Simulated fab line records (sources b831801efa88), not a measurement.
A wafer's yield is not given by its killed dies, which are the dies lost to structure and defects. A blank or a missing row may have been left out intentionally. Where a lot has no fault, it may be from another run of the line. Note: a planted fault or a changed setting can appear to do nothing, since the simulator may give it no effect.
Which tool did it? / flow sky130 / Sampling: 12 lots, 36 wafers, 4 of 708 route steps

## WHAT THE GAUGES SHOWED, per wafer
SKY_PAD_OPEN_BOW_MEAS_13.
lot=L973; measured=day 45 20:05; on=film-metro-02; PAD_OPEN_BOW (um)=53 62 62
lot=L974; measured=day 46 00:11; on=film-metro-02; PAD_OPEN_BOW (um)=60 66 47
lot=L975; measured=day 47 01:10; on=film-metro-02; PAD_OPEN_BOW (um)=55 46 32
lot=L978; measured=day 47 06:05; on=film-metro-04; PAD_OPEN_BOW (um)=54 41 64
lot=L979; measured=day 47 12:59; on=film-metro-02; PAD_OPEN_BOW (um)=33 39 37
lot=L980; measured=day 47 20:03; on=film-metro-03; PAD_OPEN_BOW (um)=47 39 49
lot=L982; measured=day 48 11:23; on=film-metro-02; PAD_OPEN_BOW (um)=61 59 62
lot=L985; measured=day 49 03:36; on=film-metro-02; PAD_OPEN_BOW (um)=43 44 44
lot=L986; measured=day 49 06:47; on=film-metro-04; PAD_OPEN_BOW (um)=42 54 53
lot=L987; measured=day 49 16:31; on=film-metro-03; PAD_OPEN_BOW (um)=35 43 52
lot=L989; measured=day 50 01:50; on=film-metro-04; PAD_OPEN_BOW (um)=59 53 57
lot=L995; measured=day 50 20:14; on=film-metro-03; PAD_OPEN_BOW (um)=49 52 47

## WHICH TOOL RAN EACH LOT (tool, then ch and the chambers of the sampled wafers, then the start)
lot=L973; SKY_CAPM_METAL_ETCH_13=rie-metal-01 ch 0,1, day 37 11:08; SKY_METAL5_SPUTTER_00=pvd-sputter-02, day 42 21:32; SKY_METAL5_METAL_ETCH_15=rie-metal-02 ch 0,1, day 43 20:50
lot=L974; SKY_CAPM_METAL_ETCH_13=rie-metal-02 ch 0,1, day 37 19:13; SKY_METAL5_SPUTTER_00=pvd-sputter-01, day 43 02:17; SKY_METAL5_METAL_ETCH_15=rie-metal-01 ch 0,1, day 44 01:20
lot=L975; SKY_CAPM_METAL_ETCH_13=rie-metal-01 ch 0,1, day 38 21:00; SKY_METAL5_SPUTTER_00=pvd-sputter-01, day 44 05:38; SKY_METAL5_METAL_ETCH_15=rie-metal-04 ch 0,1, day 45 03:37
lot=L978; SKY_CAPM_METAL_ETCH_13=rie-metal-01 ch 1, day 39 05:01; SKY_METAL5_SPUTTER_00=pvd-sputter-02, day 44 11:56; SKY_METAL5_METAL_ETCH_15=rie-metal-04 ch 0,1, day 45 10:04
lot=L979; SKY_CAPM_METAL_ETCH_13=rie-metal-02 ch 0,1, day 39 13:31; SKY_METAL5_SPUTTER_00=pvd-sputter-02, day 44 18:13; SKY_METAL5_METAL_ETCH_15=rie-metal-04 ch 0,1, day 45 16:31
lot=L980; SKY_CAPM_METAL_ETCH_13=rie-metal-01 ch 0,1, day 39 21:22; SKY_METAL5_SPUTTER_00=pvd-sputter-02, day 45 02:12; SKY_METAL5_METAL_ETCH_15=rie-metal-04 ch 0,1, day 45 23:59
lot=L982; SKY_CAPM_METAL_ETCH_13=rie-metal-02 ch 0,1, day 40 20:02; SKY_METAL5_SPUTTER_00=pvd-sputter-02, day 45 21:50; SKY_METAL5_METAL_ETCH_15=rie-metal-01 ch 0,1, day 46 17:43
lot=L985; SKY_CAPM_METAL_ETCH_13=rie-metal-04 ch 1, day 41 14:48; SKY_METAL5_SPUTTER_00=pvd-sputter-01, day 46 15:11; SKY_METAL5_METAL_ETCH_15=rie-metal-01 ch 0,1, day 47 11:07
lot=L986; SKY_CAPM_METAL_ETCH_13=rie-metal-04 ch 1, day 41 19:29; SKY_METAL5_SPUTTER_00=pvd-sputter-02, day 46 18:23; SKY_METAL5_METAL_ETCH_15=rie-metal-01 ch 1, day 47 14:19
lot=L987; SKY_CAPM_METAL_ETCH_13=rie-metal-04 ch 0,1, day 42 09:16; SKY_METAL5_SPUTTER_00=pvd-sputter-04, day 47 06:24; SKY_METAL5_METAL_ETCH_15=rie-metal-01 ch 0,1, day 48 01:31
lot=L989; SKY_CAPM_METAL_ETCH_13=rie-metal-02 ch 0,1, day 42 19:58; SKY_METAL5_SPUTTER_00=pvd-sputter-04, day 47 15:14; SKY_METAL5_METAL_ETCH_15=rie-metal-04 ch 0,1, day 48 10:23
lot=L995; SKY_CAPM_METAL_ETCH_13=rie-metal-01 ch 0, day 43 23:19; SKY_METAL5_SPUTTER_00=pvd-sputter-04, day 48 12:45; SKY_METAL5_METAL_ETCH_15=rie-metal-04 ch 0,1, day 49 06:44
- SKY_CAPM_METAL_ETCH_13: etches TiN in Cl2/BCl3, stops on SiO2, target depth 220 nm, time 62.9 s.
- SKY_METAL5_SPUTTER_00: material Ti, target thk 15 nm, time 10 s.
- SKY_METAL5_METAL_ETCH_15: etches the open film in Cl2/BCl3, stops on SiO2, target depth 1260 nm, time 252 s.

## WHAT THE TOOLS THEMSELVES READ (means of the sampled wafers that have a number; where no wafer has one, the mark that the record gives instead)
SKY_CAPM_METAL_ETCH_13.
lot=L973; tool=rie-metal-01; drypump-motor-current-A (A)=5.9; oes-product-au (a.u.)=0.933; throttle-valve-pct (%)=21.891
lot=L974; tool=rie-metal-02; drypump-motor-current-A (A)=6.1; oes-product-au (a.u.)=0.949; throttle-valve-pct (%)=21.903
lot=L975; tool=rie-metal-01; drypump-motor-current-A (A)=6.0; oes-product-au (a.u.)=0.948; throttle-valve-pct (%)=21.904
lot=L978; tool=rie-metal-01; drypump-motor-current-A (A)=5.9; oes-product-au (a.u.)=0.933; throttle-valve-pct (%)=21.910
lot=L979; tool=rie-metal-02; drypump-motor-current-A (A)=6.2; oes-product-au (a.u.)=0.940; throttle-valve-pct (%)=21.903
lot=L980; tool=rie-metal-01; drypump-motor-current-A (A)=6.0; oes-product-au (a.u.)=0.942; throttle-valve-pct (%)=21.895
lot=L982; tool=rie-metal-02; drypump-motor-current-A (A)=6.1; oes-product-au (a.u.)=0.941; throttle-valve-pct (%)=21.896
lot=L985; tool=rie-metal-04; drypump-motor-current-A (A)=5.4; oes-product-au (a.u.)=0.941; throttle-valve-pct (%)=21.898
lot=L986; tool=rie-metal-04; drypump-motor-current-A (A)=5.4; oes-product-au (a.u.)=0.951; throttle-valve-pct (%)=21.899
lot=L987; tool=rie-metal-04; drypump-motor-current-A (A)=5.7; oes-product-au (a.u.)=0.934; throttle-valve-pct (%)=21.908
lot=L989; tool=rie-metal-02; drypump-motor-current-A (A)=6.2; oes-product-au (a.u.)=0.935; throttle-valve-pct (%)=21.896
lot=L995; tool=rie-metal-01; drypump-motor-current-A (A)=6.0; oes-product-au (a.u.)=0.943; throttle-valve-pct (%)=21.894

SKY_METAL5_SPUTTER_00.
lot=L973; tool=pvd-sputter-02; throttle-valve-pct (%)=30.9
lot=L974; tool=pvd-sputter-01; throttle-valve-pct (%)=30.4
lot=L975; tool=pvd-sputter-01; throttle-valve-pct (%)=29.7
lot=L978; tool=pvd-sputter-02; throttle-valve-pct (%)=29.9
lot=L979; tool=pvd-sputter-02; throttle-valve-pct (%)=30.2
lot=L980; tool=pvd-sputter-02; throttle-valve-pct (%)=30.0
lot=L982; tool=pvd-sputter-02; throttle-valve-pct (%)=30.5
lot=L985; tool=pvd-sputter-01; throttle-valve-pct (%)=29.9
lot=L986; tool=pvd-sputter-02; throttle-valve-pct (%)=30.2
lot=L987; tool=pvd-sputter-04; throttle-valve-pct (%)=29.3
lot=L989; tool=pvd-sputter-04; throttle-valve-pct (%)=29.7
lot=L995; tool=pvd-sputter-04; throttle-valve-pct (%)=29.3

SKY_METAL5_METAL_ETCH_15.
lot=L973; tool=rie-metal-02; drypump-motor-current-A (A)=6.2; oes-product-au (a.u.)=0.893; throttle-valve-pct (%)=22.261
lot=L974; tool=rie-metal-01; drypump-motor-current-A (A)=6.0; oes-product-au (a.u.)=0.890; throttle-valve-pct (%)=22.263
lot=L975; tool=rie-metal-04; drypump-motor-current-A (A)=5.7; oes-product-au (a.u.)=0.893; throttle-valve-pct (%)=22.264
lot=L978; tool=rie-metal-04; drypump-motor-current-A (A)=6.0; oes-product-au (a.u.)=0.895; throttle-valve-pct (%)=22.263
lot=L979; tool=rie-metal-04; drypump-motor-current-A (A)=5.7; oes-product-au (a.u.)=0.895; throttle-valve-pct (%)=22.256
lot=L980; tool=rie-metal-04; drypump-motor-current-A (A)=6.0; oes-product-au (a.u.)=0.893; throttle-valve-pct (%)=22.266
lot=L982; tool=rie-metal-01; drypump-motor-current-A (A)=5.9; oes-product-au (a.u.)=0.892; throttle-valve-pct (%)=22.269
lot=L985; tool=rie-metal-01; drypump-motor-current-A (A)=5.9; oes-product-au (a.u.)=0.898; throttle-valve-pct (%)=22.260
lot=L986; tool=rie-metal-01; drypump-motor-current-A (A)=6.0; oes-product-au (a.u.)=0.893; throttle-valve-pct (%)=22.264
lot=L987; tool=rie-metal-01; drypump-motor-current-A (A)=6.0; oes-product-au (a.u.)=0.894; throttle-valve-pct (%)=22.255
lot=L989; tool=rie-metal-04; drypump-motor-current-A (A)=5.7; oes-product-au (a.u.)=0.892; throttle-valve-pct (%)=22.263
lot=L995; tool=rie-metal-04; drypump-motor-current-A (A)=6.0; oes-product-au (a.u.)=0.890; throttle-valve-pct (%)=22.266

## THE ANSWER, worked out from the rows above alone
Rule: the lots themselves supply what counts as usual. Put in order of their means at a reading, lots are off if they are a third of the lots or fewer, leave a main group of 4 or more, and stand apart from it by a gap of 3 or more times the standard deviation of the main group's means; of several such gaps the widest counts. Not used: any main group whose means are identical at the precision the tables above print for the reading. A lot without any number at a reading at which 4 lots or more have one is off too. Any other lot the step has rows for is counted as sound. Order of review: gauges by route order, followed by the tools' own readings, for which a lot's mean as printed above is used. The first step at which some lot is off is used, and at that step the reading that is off furthest; a lot without a number counts as furthest.
No lot is off on any of the readings shown, so nothing can be concluded from this.

## WHAT WAS PUT IN BY THE SIMULATOR
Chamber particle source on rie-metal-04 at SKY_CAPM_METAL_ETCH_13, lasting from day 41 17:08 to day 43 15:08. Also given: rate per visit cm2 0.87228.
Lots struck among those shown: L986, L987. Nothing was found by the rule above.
